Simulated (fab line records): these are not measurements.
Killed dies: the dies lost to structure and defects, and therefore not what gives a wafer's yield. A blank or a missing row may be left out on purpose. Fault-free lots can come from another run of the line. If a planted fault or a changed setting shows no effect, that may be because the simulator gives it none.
Which tool did it? :: flow gf180mcu :: Sampling: 14 lots, 42 wafers, 4 of 602 route steps

## WHAT EACH GAUGE READ, for each wafer
GF_DUAL_GATE_THK_MEAS_03.
lot: L534
measured: day 8 00:57
on: filmMetro-02
DUAL_GATE_OXIDATION_00_THK (nm): 11.31 11.37 11.31

lot: L535
measured: day 8 06:21
on: filmMetro-01
DUAL_GATE_OXIDATION_00_THK (nm): 11.45 11.32 11.41

lot: L536
measured: day 8 14:28
on: filmMetro-02
DUAL_GATE_OXIDATION_00_THK (nm): 10.83 10.73 10.76

lot: L537
measured: day 8 19:58
on: filmMetro-02
DUAL_GATE_OXIDATION_00_THK (nm): 11.39 11.29 11.09

lot: L540
measured: day 9 17:11
on: filmMetro-02
DUAL_GATE_OXIDATION_00_THK (nm): 11.33 11.29 11.34

lot: L541
measured: day 10 00:19
on: filmMetro-04
DUAL_GATE_OXIDATION_00_THK (nm): 11.07 11.09 11.32

lot: L542
measured: day 10 03:26
on: filmMetro-01
DUAL_GATE_OXIDATION_00_THK (nm): 10.69 10.84 10.67

lot: L549
measured: day 12 05:53
on: filmMetro-01
DUAL_GATE_OXIDATION_00_THK (nm): 11.14 11.38 11.18

lot: L551
measured: day 12 16:56
on: filmMetro-04
DUAL_GATE_OXIDATION_00_THK (nm): 11.22 11.18 11.13

lot: L552
measured: day 13 02:08
on: filmMetro-02
DUAL_GATE_OXIDATION_00_THK (nm): 11.10 11.25 11.16

lot: L553
measured: day 13 10:33
on: filmMetro-01
DUAL_GATE_OXIDATION_00_THK (nm): 11.00 10.83 11.03

lot: L554
measured: day 13 13:26
on: filmMetro-01
DUAL_GATE_OXIDATION_00_THK (nm): 11.08 10.96 11.15

lot: L555
measured: day 13 17:40
on: filmMetro-01
DUAL_GATE_OXIDATION_00_THK (nm): 10.81 11.07 10.73

lot: L556
measured: day 14 04:19
on: filmMetro-01
DUAL_GATE_OXIDATION_00_THK (nm): 11.20 11.25 11.33

GF_DUAL_GATE_OVL_MEAS_11.
lot: L534
measured: day 8 17:32
on: overlay-02
DUAL_GATE_OVL (nm): -0.4 -0.1 1.1

lot: L535
measured: day 8 21:58
on: overlay-01
DUAL_GATE_OVL (nm): 2.2 1.7 1.7

lot: L536
measured: day 9 06:21
on: overlay-01
DUAL_GATE_OVL (nm): 0.0 0.0 0.4

lot: L537
measured: day 9 12:43
on: overlay-02
DUAL_GATE_OVL (nm): -0.9 1.6 -0.2

lot: L540
measured: day 10 09:55
on: overlay-02
DUAL_GATE_OVL (nm): -0.5 -0.1 -1.0

lot: L541
measured: day 10 17:44
on: overlay-01
DUAL_GATE_OVL (nm): 0.2 1.0 1.0

lot: L542
measured: day 10 21:18
on: overlay-02
DUAL_GATE_OVL (nm): -0.4 0.3 1.3

lot: L549
measured: day 13 01:23
on: overlay-02
DUAL_GATE_OVL (nm): 2.2 2.8 4.0

lot: L551
measured: day 13 12:56
on: overlay-01
DUAL_GATE_OVL (nm): 0.8 1.3 1.8

lot: L552
measured: day 13 22:41
on: overlay-02
DUAL_GATE_OVL (nm): 2.4 3.7 4.0

lot: L553
measured: day 14 07:45
on: overlay-01
DUAL_GATE_OVL (nm): 0.0 1.6 1.6

lot: L554
measured: day 14 09:41
on: overlay-02
DUAL_GATE_OVL (nm): 0.1 1.7 0.6

lot: L555
measured: day 14 13:36
on: overlay-02
DUAL_GATE_OVL (nm): 1.7 1.9 0.7

lot: L556
measured: day 15 00:50
on: overlay-01
DUAL_GATE_OVL (nm): 0.9 1.9 2.0

GF_HV_LDD_CD_MEAS_07: target cd 400 nm.
lot: L534
measured: day 10 10:06
on: cdSem-01
cdNm (nm): 401.1 400.0 401.1

lot: L535
measured: day 10 13:52
on: cdSem-02
cdNm (nm): 402.2 402.2 404.2

lot: L536
measured: day 10 22:08
on: cdSem-02
cdNm (nm): 398.6 397.4 398.3

lot: L537
measured: day 11 06:49
on: cdSem-02
cdNm (nm): 403.1 401.2 401.6

lot: L540
measured: day 12 06:07
on: cdSem-02
cdNm (nm): 400.3 400.2 400.8

lot: L541
measured: day 12 12:14
on: cdSem-01
cdNm (nm): 398.8 398.2 398.9

lot: L542
measured: day 12 15:43
on: cdSem-02
cdNm (nm): 401.6 403.3 401.5

lot: L549
measured: day 15 00:31
on: cdSem-02
cdNm (nm): 399.7 400.9 403.0

lot: L551
measured: day 15 12:49
on: cdSem-01
cdNm (nm): 399.0 401.6 401.2

lot: L552
measured: day 15 23:46
on: cdSem-02
cdNm (nm): 395.7 397.2 399.1

lot: L553
measured: day 16 08:25
on: cdSem-01
cdNm (nm): 399.0 397.0 400.7

lot: L554
measured: day 16 13:56
on: cdSem-01
cdNm (nm): 399.0 398.1 399.8

lot: L555
measured: day 16 17:45
on: cdSem-02
cdNm (nm): 406.7 404.4 405.9

lot: L556
measured: day 17 03:05
on: cdSem-02
cdNm (nm): 396.3 396.9 396.1

## EACH LOT AND THE TOOL THAT RAN IT (in order: tool; ch and the chambers of the sampled wafers; start)
lot: L534
GF_POLY_GATE_ETCH_13: rieSi-02 ch 0,3, day 9 15:13

lot: L535
GF_POLY_GATE_ETCH_13: rieSi-01 ch 1,2, day 9 18:37

lot: L536
GF_POLY_GATE_ETCH_13: rieSi-02 ch 0,1,3, day 10 02:40

lot: L537
GF_POLY_GATE_ETCH_13: rieSi-02 ch 1,2,3, day 10 09:28

lot: L540
GF_POLY_GATE_ETCH_13: rieSi-02 ch 0,2, day 11 09:45

lot: L541
GF_POLY_GATE_ETCH_13: rieSi-02 ch 0,1,2, day 11 15:34

lot: L542
GF_POLY_GATE_ETCH_13: rieSi-02 ch 0,1,2, day 11 19:15

lot: L549
GF_POLY_GATE_ETCH_13: rieSi-01 ch 0,1,3, day 14 01:36

lot: L551
GF_POLY_GATE_ETCH_13: rieSi-02 ch 1,2,3, day 14 13:13

lot: L552
GF_POLY_GATE_ETCH_13: rieSi-01 ch 0,1,3, day 14 23:43

lot: L553
GF_POLY_GATE_ETCH_13: rieSi-01 ch 0,1,3, day 15 08:34

lot: L554
GF_POLY_GATE_ETCH_13: rieSi-01 ch 0,1,2, day 15 11:07

lot: L555
GF_POLY_GATE_ETCH_13: rieSi-01 ch 0,2,3, day 15 16:46

lot: L556
GF_POLY_GATE_ETCH_13: rieSi-01 ch 0,1,3, day 16 02:37
- GF_POLY_GATE_ETCH_13: etches poly-Si in HBr/Cl2, stops on SiO2, target depth 198.5 nm, time 69.6 s.

## AS READ BY THE TOOLS THEMSELVES (means over the sampled wafers that have a number; for cases with no such wafer, the mark the record gives instead)
GF_POLY_GATE_ETCH_13.
lot: L534
tool: rieSi-02
drypumpMotorCurrentA (A): 6.2
oesProductAu (a.u.): 0.931
runLengthS (s): 97.6
throttleValvePct (%): 33.680

lot: L535
tool: rieSi-01
drypumpMotorCurrentA (A): 5.4
oesProductAu (a.u.): 0.924
runLengthS (s): 98.0
throttleValvePct (%): 33.682

lot: L536
tool: rieSi-02
drypumpMotorCurrentA (A): 5.8
oesProductAu (a.u.): 0.921
runLengthS (s): 97.9
throttleValvePct (%): 33.673

lot: L537
tool: rieSi-02
drypumpMotorCurrentA (A): 5.8
oesProductAu (a.u.): 0.935
runLengthS (s): 98.2
throttleValvePct (%): 33.681

lot: L540
tool: rieSi-02
drypumpMotorCurrentA (A): 6.3
oesProductAu (a.u.): 0.950
runLengthS (s): 95.5
throttleValvePct (%): 33.687

lot: L541
tool: rieSi-02
drypumpMotorCurrentA (A): 5.8
oesProductAu (a.u.): 0.943
runLengthS (s): 96.1
throttleValvePct (%): 33.685

lot: L542
tool: rieSi-02
drypumpMotorCurrentA (A): 5.9
oesProductAu (a.u.): 0.952
runLengthS (s): 96.0
throttleValvePct (%): 33.686

lot: L549
tool: rieSi-01
drypumpMotorCurrentA (A): 5.7
oesProductAu (a.u.): 0.922
runLengthS (s): 97.9
throttleValvePct (%): 33.679

lot: L551
tool: rieSi-02
drypumpMotorCurrentA (A): 5.8
oesProductAu (a.u.): 0.922
runLengthS (s): 98.1
throttleValvePct (%): 33.687

lot: L552
tool: rieSi-01
drypumpMotorCurrentA (A): 5.7
oesProductAu (a.u.): 0.934
runLengthS (s): 97.6
throttleValvePct (%): 33.679

lot: L553
tool: rieSi-01
drypumpMotorCurrentA (A): 5.7
oesProductAu (a.u.): 0.912
runLengthS (s): 98.0
throttleValvePct (%): 33.685

lot: L554
tool: rieSi-01
drypumpMotorCurrentA (A): 5.8
oesProductAu (a.u.): 0.926
runLengthS (s): 98.2
throttleValvePct (%): 33.686

lot: L555
tool: rieSi-01
drypumpMotorCurrentA (A): 5.8
oesProductAu (a.u.): 0.924
runLengthS (s): 98.0
throttleValvePct (%): 33.679

lot: L556
tool: rieSi-01
drypumpMotorCurrentA (A): 5.7
oesProductAu (a.u.): 0.909
runLengthS (s): 98.0
throttleValvePct (%): 33.681

## THE ANSWER, worked out from the rows above alone
Rule: the lots themselves supply what counts as usual. The widest of any qualifying gaps counts: lots, ordered by their means at a reading, are off when they make up no more than a third of the lots, leave a main group of 4 or more, and stand apart from it by 3 or more times the standard deviation of that group's means. The tables above print the reading to a certain number of digits; a main group whose means all agree to those digits is not used. A lot without any number at a reading at which 4 lots or more have one is off too. The other lots that the step has rows for count as sound. First the gauges in route order, then the tools' own readings, where a lot's mean is used as printed above. The first step at which some lot is off is used, and at that step the reading that is off furthest; a lot without a number counts as furthest.
Off: L540, L541, L542, at GF_POLY_GATE_ETCH_13 (runLengthS). Mean 98.0 s and standard deviation 0.19 in the main group.
If a tool, at that step or one of the process steps before it, ran each lot that is off and ran no sound lot following the first of them, it fits. No candidate that was tried fits.

## WHAT WAS PUT IN BY THE SIMULATOR
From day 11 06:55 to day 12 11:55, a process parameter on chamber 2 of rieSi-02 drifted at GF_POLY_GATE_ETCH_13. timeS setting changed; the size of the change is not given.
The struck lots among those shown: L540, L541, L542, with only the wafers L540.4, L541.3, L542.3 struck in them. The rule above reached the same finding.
